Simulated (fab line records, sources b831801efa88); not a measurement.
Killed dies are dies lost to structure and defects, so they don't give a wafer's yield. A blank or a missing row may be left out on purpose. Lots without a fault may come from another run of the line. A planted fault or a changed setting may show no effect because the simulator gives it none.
A struck lot beside a sound one | flow gf180mcu | 14 steps out of a route of 602
Sound: wafers L385.3, L385.4, L385.5. Struck: wafers L396.1, L396.3. The cause comes at the end.
At each step with rows: each side's tool, then ch and its chambers, then its first start. Under that, the readings that differ: sound wafers | struck wafers | difference of the means | sigmas: that difference in standard deviations of wafers without a fault.
alike: readings whose means differ by less than 2 such deviations, and words and numbers that are the same on both sides. not compared: withheld readings, readings that some wafer has no value for, bounds like >300 that may hide the same value, and numbers for which the record gives no deviation and whose values overlap.
The two part at a step that has a row with sigmas, a row that says differs or no value, or rows on one side only. Numbers that don't overlap but have no deviation are shown without sigmas and don't part them. A reading that every wafer of one side lacks parts them only if that side has two wafers or more.

GF_V4_SPUTTER_22: material TiN, target thk 10 nm, time 40 s.
  sound on pvd_sputter-01, day 24 17:43; struck on pvd_sputter-01, day 27 22:48
  reading                | sound                | struck        | difference | sigmas
  cathode_dc_power_W (W) | 3998.8 3998.7 3999.5 | 4000.3 4001.5 | +1.9       | +3
  alike: throttle_valve_pct
then, 1 step without rows for these wafers: GF_V4_CVD_23 (deposits W, target thk 350 nm, time 104.9 s).
GF_V4_RS_MEAS_24: measures by four-point-probe.
  sound on film_metro-02, day 24 17:55; struck on film_metro-02, day 27 22:57
  alike: V4_W_RS
GF_V4_THK_MEAS_25: measures by xrf.
  sound on film_metro-02, day 24 18:01; struck on film_metro-02, day 27 23:04
  alike: V4_W_THK
then, 2 steps without rows for these wafers: GF_V4_CMP_26 (polishes, stops on SiO2, t overpolish 15 s, target thk 0 nm); GF_MIM_SPUTTER_00 (material Ti, target thk 37.5 nm, time 150 s).
GF_MIM_SPUTTER_01: material TiN, target thk 30 nm, time 25 s.
  sound on pvd_sputter-03, day 24 18:27; struck on pvd_sputter-02, day 27 23:32
  alike: cathode_dc_power_W, throttle_valve_pct
GF_MIM_SPUTTER_02: material AlCu, target thk 450 nm, time 23.9 s.
  sound on pvd_sputter-03, day 24 18:29; struck on pvd_sputter-02, day 27 23:34
  alike: cathode_dc_power_W, throttle_valve_pct
then, 2 steps without rows for these wafers: GF_MIM_SPUTTER_03 (material Ti, target thk 10 nm, time 6.7 s); GF_MIM_SPUTTER_04 (material TiN, target thk 50 nm, time 41.7 s).
GF_MIM_CVD_05: deposits Si3N4, target thk 42 nm, time 29.086 s.
  sound on pecvd-04 ch 1,2, day 24 18:34; struck on pecvd-04 ch 0,2, day 27 23:39
  alike: heater_power_w, rf_fwd_power_W
GF_MIM_THK_MEAS_06:
  sound on film_metro-01, day 24 18:37; struck on film_metro-01, day 27 23:41
  alike: MIM_CVD_05_THK
GF_MIM_SPUTTER_07: material TiN, target thk 60 nm, time 50 s.
  sound on pvd_sputter-04, day 24 18:40; struck on pvd_sputter-04, day 27 23:45
  reading                                 | sound             | struck      | difference | sigmas
  model.TiN_of_MIM_SPUTTER_07.thk_nm (nm) | 59.44 59.96 59.29 | 69.47 68.18 | +9.26      |
  alike: cathode_dc_power_W, throttle_valve_pct
GF_MIM_SPUTTER_08: material AlCu, target thk 200 nm, time 10.6 s.
  sound on pvd_sputter-04, day 24 18:43; struck on pvd_sputter-04, day 27 23:47
  alike: cathode_dc_power_W, throttle_valve_pct

WHERE THEY PART
Only at GF_V4_SPUTTER_22, within this record. Later steps at which nothing parts them and some readings are alike: GF_V4_RS_MEAS_24, GF_V4_THK_MEAS_25, GF_MIM_SPUTTER_01, GF_MIM_SPUTTER_02, GF_MIM_CVD_05, GF_MIM_THK_MEAS_06, GF_MIM_SPUTTER_07, GF_MIM_SPUTTER_08.

WHY: what the simulator had put in
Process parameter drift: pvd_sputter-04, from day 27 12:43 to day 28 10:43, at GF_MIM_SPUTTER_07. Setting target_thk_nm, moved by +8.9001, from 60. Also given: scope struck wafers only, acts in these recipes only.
